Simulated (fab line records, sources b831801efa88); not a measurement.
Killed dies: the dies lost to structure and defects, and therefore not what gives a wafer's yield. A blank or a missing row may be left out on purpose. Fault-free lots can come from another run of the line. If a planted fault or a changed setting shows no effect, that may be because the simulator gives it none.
A struck lot beside a sound one | flow sfq_line | 41 steps out of a route of 325
Sound: wafers L237.2, L237.3, L237.4. The struck wafers were L249.2, L249.3, L249.5. The cause is given at the end.
Order at every step that has rows: each side's tool, ch and its chambers, its first start. Under that, the readings that differ: sound wafers | struck wafers | difference of the means | sigmas: that difference in standard deviations of wafers without a fault.
alike: same words and numbers on both sides, and readings whose means sit less than 2 such deviations apart. not compared: any withheld reading, any reading some wafer has no value for, any bound like >300 that may hide the same value, and any number with overlapping values for which the record gives no deviation.
A row with sigmas, a row that says differs or no value, or rows on one side alone: a step with any of these is where the two part. Numbers that have no deviation but don't overlap get no sigmas and don't part them. Lack of a reading on every wafer of one side parts them only where that side has two or more wafers.

first, 2 steps without rows for these wafers: SFQ_TRILAYER_I6_VIA_STRIP_SOLV_CLEAN_174 (cleans in NMP, time 600 s); SFQ_TRILAYER_M7_DEP_PRE_CLEAN_176 (time 22.5 s).
SFQ_TRILAYER_M7_DEP_SPUTTER_175: material Nb, target thk 200 nm, time 133.3 s.
  struck on pvd_sputter-05, day 81 07:17; sound on pvd_sputter-06, day 70 17:26
  alike: throttle_valve_pct
SFQ_M7_RS_MEAS_943: measures by four-point-probe.
  struck on film_metro-02, day 81 07:24; sound on film_metro-02, day 70 17:38
  alike: M7_NB_RS
then, 6 steps without rows for these wafers: SFQ_TRILAYER_M7_LITHO_COAT_182 (resist thk 62 nm); SFQ_TRILAYER_M7_LITHO_COAT_177 (resist thk 600 nm); SFQ_TRILAYER_M7_LITHO_SOFTBAKE_181; SFQ_TRILAYER_M7_LITHO_EXPOSE_178 (exposes mask M7, target cd 500 nm); SFQ_TRILAYER_M7_LITHO_PEB_180 (peb time 60 s); SFQ_TRILAYER_M7_LITHO_DEVELOP_179 (time 60 s).
SFQ_M7_OVL_MEAS_945:
  struck on overlay-02, day 81 10:39; sound on overlay-02, day 70 23:28
  alike: M7_OVL
SFQ_TRILAYER_M7_BARC_OPEN_METAL_ETCH_229: etches BARC in O2, target depth 125 nm, time 41.7 s.
  sound on rie_metal-02 ch 1, day 70 23:31; struck on rie_metal-02 ch 0,1, day 81 10:41
  no value came back on the struck wafers for any of 5 readings (bias_w (W), chamber_pressure_mTorr (mTorr) and others); on the sound wafers bias_w (W) reads 80.12 80.42 80.22
  reading                                             | sound           | struck            | difference | sigmas
  model.KrF_of_TRILAYER_M7_LITHO_COAT_177.thk_nm (nm) | 525.2 524 525.2 | 576.9 576.4 577.3 | +52.1      |
  not compared: rf_hours_counter_h
SFQ_TRILAYER_M7_ETCH_METAL_ETCH_180: etches Nb in Cl2/Ar, stops on SiO2, target depth 240 nm, time 120 s.
  sound on rie_metal-02 ch 1, day 70 23:40; struck on rie_metal-02 ch 0,1, day 81 10:44
  reading                                             | sound             | struck            | difference | sigmas
  oes_product_au (a.u.)                               | 0.889 0.898 0.901 | 0.376 0.367 0.376 | -0.523     | -65
  model.KrF_of_TRILAYER_M7_LITHO_COAT_177.thk_nm (nm) | 385.8 385.4 386.6 | 435 438 435.6     | +50        |
  alike: bias_w, chamber_pressure_mTorr, drypump_motor_current_A, he_backside_leak_sccm
  not compared: rf_hours_counter_h
SFQ_TRILAYER_M7_STRIP_STRIP_181: strips in O2.
  sound on rie_metal-02 ch 1, day 71 00:04; struck on rie_metal-02 ch 0,1, day 81 10:52
  alike: drypump_motor_current_A, he_backside_leak_sccm, oes_product_au
  not compared: rf_hours_counter_h
then, 1 step without rows for these wafers: SFQ_TRILAYER_M7_STRIP_SOLV_CLEAN_182 (cleans in NMP, time 600 s).
SFQ_TRILAYER_I7_DEP_PECVD_183: deposits SiO2 from SiH4/N2O, time 111.11 s, target thk 500 nm.
  sound on pecvd-02 ch 0,2, day 71 01:14; struck on pecvd-04 ch 0,1,2, day 81 11:38
  reading                | sound          | struck         | difference | sigmas
  throttle_valve_pct (%) | 25.3 26.7 26.8 | 24.1 24.4 23.0 | -2.4       | -2
  alike: heater_power_w
then, 1 step without rows for these wafers: SFQ_TRILAYER_I7_CMP_CMP_184 (polishes SiO2).
SFQ_I7_BOW_MEAS_946:
  struck on film_metro-02, day 81 16:32; sound on film_metro-02, day 71 04:20
  alike: I7_BOW
SFQ_TRILAYER_I7_METRO_MEASURE_185:
  struck on film_metro-02, day 81 16:50; sound on film_metro-02, day 71 04:38
  alike: thk_nm
then, 3 steps without rows for these wafers: SFQ_TRILAYER_I7_VIA_LITHO_COAT_192 (resist thk 62 nm); SFQ_TRILAYER_I7_VIA_LITHO_COAT_187 (resist thk 650 nm); SFQ_TRILAYER_I7_VIA_LITHO_SOFTBAKE_191.
-- the record jumps here: 3 days lie between the struck wafers' starts before and after --
SFQ_TRILAYER_I7_VIA_LITHO_EXPOSE_188: exposes mask I7, target cd 1000 nm.
  struck on krf_scanner-01, day 85 03:27; sound on krf_scanner-02 ch 0, day 75 03:01
  no value came back on the struck wafers for exposure_dose_mJ_cm2, focus_offset_nm (nm), reticle_temp_C (C); on the sound wafers exposure_dose_mJ_cm2 reads 21.286 21.306 21.291
  alike: mask
then, 2 steps without rows for these wafers: SFQ_TRILAYER_I7_VIA_LITHO_PEB_190 (peb time 60 s); SFQ_TRILAYER_I7_VIA_LITHO_DEVELOP_189 (time 60 s).
SFQ_I7_OVL_MEAS_947:
  struck on overlay-01, day 85 04:46; sound on overlay-02, day 75 04:20
  reading     | sound | struck | difference                    | sigmas
  I7_OVL (nm) | 3 0 9 | - - -  | no value on the struck wafers |
then, 1 step without rows for these wafers: SFQ_TRILAYER_I7_VIA_BARC_OPEN_VIA_ETCH_260 (etches BARC in O2, target depth 125 nm, time 41.7 s).
SFQ_TRILAYER_I7_VIA_ETCH_VIA_ETCH_190: etches SiO2 in CHF3, stops on Nb, target depth 260 nm.
  sound on rie_diel-04 ch 0,2, day 75 04:24; struck on rie_diel-02 ch 0,1,2, day 85 04:49
  reading               | sound             | struck            | difference | sigmas
  oes_product_au (a.u.) | 0.857 0.851 0.852 | 0.375 0.371 0.381 | -0.478     | -92
  alike: bias_w, chamber_pressure_mTorr, drypump_motor_current_A
SFQ_TRILAYER_I7_VIA_STRIP_STRIP_191: strips in O2.
  sound on rie_metal-04 ch 0,1, day 75 04:31; struck on rie_metal-03 ch 0,1, day 85 04:56
  reading                     | sound          | struck         | difference | sigmas
  drypump_motor_current_A (A) | 5.04 5.05 5.83 | 5.98 5.97 5.94 | +0.66      | +2
  alike: he_backside_leak_sccm, oes_product_au
  not compared: rf_hours_counter_h
then, 7 steps without rows for these wafers: SFQ_TRILAYER_I7_VIA_STRIP_SOLV_CLEAN_192 (cleans in NMP, time 600 s); SFQ_TRILAYER_M8_LITHO_LOR_COAT_197; SFQ_TRILAYER_M8_LITHO_LOR_BAKE_198; SFQ_TRILAYER_M8_LITHO_COAT_193 (resist thk 600 nm); SFQ_TRILAYER_M8_LITHO_SOFTBAKE_199; SFQ_TRILAYER_M8_LITHO_PEB_196 (peb time 60 s); SFQ_TRILAYER_M8_LITHO_DEVELOP_195 (img clear 15 s, time 55 s).
SFQ_M8_OVL_MEAS_948:
  struck on overlay-02, day 85 08:43; sound on overlay-01, day 75 12:53
  reading     | sound  | struck | difference                    | sigmas
  M8_OVL (nm) | 1 -3 1 | - - -  | no value on the struck wafers |
then, 3 steps without rows for these wafers: SFQ_TRILAYER_M8_DEP_EVAP_197 (material Ti, target thk 20 nm, time 100 s); SFQ_TRILAYER_M8_DEP_EVAP_198 (material Pt, target thk 50 nm, time 250 s); SFQ_TRILAYER_M8_DEP_EVAP_196 (material Au, target thk 180 nm, time 900 s).
SFQ_M8_BOW_MEAS_951:
  struck on film_metro-04, day 85 09:52; sound on film_metro-01, day 75 14:02
  reading                       | sound                | struck            | difference | sigmas
  model.etest.m8.ohm_sq         | 0.1562 0.1564 0.1565 | 1e+06 1e+06 1e+06 | +1e+06     |
  model.etest.i7.link_ohm       | 1.057 1.044 1.049    | 1e+06 1e+06 1e+06 | +1e+06     |
  model.etest.m7.comb_log10_ohm | 12 12 12             | 0 0 0             | -12        |
  alike: M8_BOW

WHERE THEY PART
Earliest at SFQ_TRILAYER_M7_BARC_OPEN_METAL_ETCH_229; latest, in this record, at SFQ_M8_OVL_MEAS_948. Later steps at which nothing parts them and some readings are alike: SFQ_M8_BOW_MEAS_951.

WHY: what the simulator had put in
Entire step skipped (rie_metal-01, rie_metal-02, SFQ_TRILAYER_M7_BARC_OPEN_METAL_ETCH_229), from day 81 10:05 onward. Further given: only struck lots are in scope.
